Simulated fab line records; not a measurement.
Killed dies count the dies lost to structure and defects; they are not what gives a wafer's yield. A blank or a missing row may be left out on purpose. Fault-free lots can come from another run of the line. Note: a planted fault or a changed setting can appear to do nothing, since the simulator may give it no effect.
Commonality check across tools || flow gf180mcu || Lots sampled 14, wafers sampled 42

== REASON IT WAS OPENED ==
GF_HV_LDD_RS_MEAS_53, reading HV_LDD_RS: flagged on 2 of 14 lots. Fault-free wafers read 418.4 ohm/sq, with a standard deviation of 1.
Rule: a lot is flagged in two cases, either no wafer of it has a number, or all its wafers with numbers fall more than 4 standard deviations from that mean. As for the other lots, they are considered sound.

{"lot": "L336", "measured": "day 12 21:16", "on": "film metro-03", "HV_LDD_RS (ohm/sq), wafer by wafer": "418.6 418.7 418.8", "flag": ""}
{"lot": "L337", "measured": "day 12 22:43", "on": "film metro-04", "HV_LDD_RS (ohm/sq), wafer by wafer": "417.9 417.2 416.1", "flag": ""}
{"lot": "L339", "measured": "day 13 18:37", "on": "film metro-04", "HV_LDD_RS (ohm/sq), wafer by wafer": "419.2 419.0 418.6", "flag": ""}
{"lot": "L340", "measured": "day 13 22:32", "on": "film metro-02", "HV_LDD_RS (ohm/sq), wafer by wafer": "416.5 416.7 417.5", "flag": ""}
{"lot": "L342", "measured": "day 14 16:44", "on": "film metro-02", "HV_LDD_RS (ohm/sq), wafer by wafer": "417.0 418.3 418.8", "flag": ""}
{"lot": "L343", "measured": "day 15 02:50", "on": "film metro-02", "HV_LDD_RS (ohm/sq), wafer by wafer": "419.4 418.6 418.6", "flag": ""}
{"lot": "L344", "measured": "day 15 07:42", "on": "film metro-03", "HV_LDD_RS (ohm/sq), wafer by wafer": "419.0 418.8 419.2", "flag": ""}
{"lot": "L345", "measured": "day 15 23:18", "on": "film metro-04", "HV_LDD_RS (ohm/sq), wafer by wafer": "421.0 420.1 419.7", "flag": ""}
{"lot": "L349", "measured": "day 17 04:34", "on": "film metro-04", "HV_LDD_RS (ohm/sq), wafer by wafer": "418.5 419.9 418.3", "flag": ""}
{"lot": "L353", "measured": "day 18 10:46", "on": "film metro-02", "HV_LDD_RS (ohm/sq), wafer by wafer": "408.4 - -", "flag": "FLAGGED"}
{"lot": "L354", "measured": "day 18 18:35", "on": "film metro-03", "HV_LDD_RS (ohm/sq), wafer by wafer": "418.4 417.0 417.7", "flag": ""}
{"lot": "L355", "measured": "day 19 08:52", "on": "film metro-02", "HV_LDD_RS (ohm/sq), wafer by wafer": "- - -", "flag": "FLAGGED"}
{"lot": "L357", "measured": "day 20 05:11", "on": "film metro-04", "HV_LDD_RS (ohm/sq), wafer by wafer": "418.1 419.1 418.7", "flag": ""}
{"lot": "L358", "measured": "day 20 14:26", "on": "film metro-04", "HV_LDD_RS (ohm/sq), wafer by wafer": "418.4 418.0 417.9", "flag": ""}
Average over the flagged lots: 408.4 ohm/sq; offset from the usual -10.0 ohm/sq, equal to -10 standard deviations.

== LOT BY LOT: THE TOOL USED ==
The record keeps 1 process step preceding the reading, out of 602 steps on the route. Every cell lists first the tool, next ch and the chambers used by the sampled wafers, and last the start.
{"lot": "L336", "flag": "", "GF_HV_LDD_IMPLANT_35": "implanter-01 ch 0, day 12 01:14"}
{"lot": "L337", "flag": "", "GF_HV_LDD_IMPLANT_35": "implanter-04 ch 0, day 12 02:32"}
{"lot": "L339", "flag": "", "GF_HV_LDD_IMPLANT_35": "implanter-04 ch 0, day 12 22:17"}
{"lot": "L340", "flag": "", "GF_HV_LDD_IMPLANT_35": "implanter-01 ch 0, day 13 01:19"}
{"lot": "L342", "flag": "", "GF_HV_LDD_IMPLANT_35": "implanter-01 ch 0, day 13 19:28"}
{"lot": "L343", "flag": "", "GF_HV_LDD_IMPLANT_35": "implanter-03 ch 0, day 14 05:08"}
{"lot": "L344", "flag": "", "GF_HV_LDD_IMPLANT_35": "implanter-04 ch 0, day 14 10:13"}
{"lot": "L345", "flag": "", "GF_HV_LDD_IMPLANT_35": "implanter-03 ch 0, day 15 00:31"}
{"lot": "L349", "flag": "", "GF_HV_LDD_IMPLANT_35": "implanter-03 ch 0, day 16 05:07"}
{"lot": "L353", "flag": "FLAGGED", "GF_HV_LDD_IMPLANT_35": "implanter-01 ch 0, day 17 10:45"}
{"lot": "L354", "flag": "", "GF_HV_LDD_IMPLANT_35": "implanter-03 ch 0, day 17 18:02"}
{"lot": "L355", "flag": "FLAGGED", "GF_HV_LDD_IMPLANT_35": "implanter-01 ch 0, day 18 07:46"}
{"lot": "L357", "flag": "", "GF_HV_LDD_IMPLANT_35": "implanter-04 ch 0, day 19 03:37"}
{"lot": "L358", "flag": "", "GF_HV_LDD_IMPLANT_35": "implanter-03 ch 0, day 19 12:38"}
These steps, and what they do:
- GF_HV_LDD_IMPLANT_35
- GF_HV_LDD_RS_MEAS_53: measures by four-point-probe.

== FLAGGED AGAINST TOTAL, ONE TOOL AT A TIME (gauges that did the reading follow at the end) ==
{"step": "GF_HV_LDD_IMPLANT_35", "tool": "implanter-01", "lots run": 5, "flagged": 2, "share of the flagged lots": "all", "sound lots run after its first flagged lot": 0}
{"step": "GF_HV_LDD_IMPLANT_35", "tool": "implanter-03", "lots run": 5, "flagged": 0, "share of the flagged lots": "none", "sound lots run after its first flagged lot": "-"}
{"step": "GF_HV_LDD_IMPLANT_35", "tool": "implanter-04", "lots run": 4, "flagged": 0, "share of the flagged lots": "none", "sound lots run after its first flagged lot": "-"}
{"step": "GF_HV_LDD_RS_MEAS_53", "tool": "film metro-02", "lots run": 5, "flagged": 2, "share of the flagged lots": "all", "sound lots run after its first flagged lot": 0}
{"step": "GF_HV_LDD_RS_MEAS_53", "tool": "film metro-03", "lots run": 3, "flagged": 0, "share of the flagged lots": "none", "sound lots run after its first flagged lot": "-"}
{"step": "GF_HV_LDD_RS_MEAS_53", "tool": "film metro-04", "lots run": 6, "flagged": 0, "share of the flagged lots": "none", "sound lots run after its first flagged lot": "-"}

== THE TABLE: WHAT IT ALLOWS ==
implanter-01 at GF_HV_LDD_IMPLANT_35 and film metro-02 at GF_HV_LDD_RS_MEAS_53 are the 2 rows of the table that ran each flagged lot.
- implanter-01 at GF_HV_LDD_IMPLANT_35 ran 5 lots, 2 of them flagged. Its last sound lot is L342 (day 13 19:28), its first flagged lot L353 (day 17 10:45): a fault that began between those two fits.
- film metro-02 at GF_HV_LDD_RS_MEAS_53 ran 5 lots, 2 of them flagged. Its last sound lot is L343 (day 15 02:50), its first flagged lot L353 (day 18 10:46): a fault that began between those two fits.
A lot count leaves these 2 tools indistinguishable: every one of them fits a fault beginning at some hour. More lots, or a look at what each step does to the wafer, might.

== WHAT WAS PUT IN BY THE SIMULATOR ==
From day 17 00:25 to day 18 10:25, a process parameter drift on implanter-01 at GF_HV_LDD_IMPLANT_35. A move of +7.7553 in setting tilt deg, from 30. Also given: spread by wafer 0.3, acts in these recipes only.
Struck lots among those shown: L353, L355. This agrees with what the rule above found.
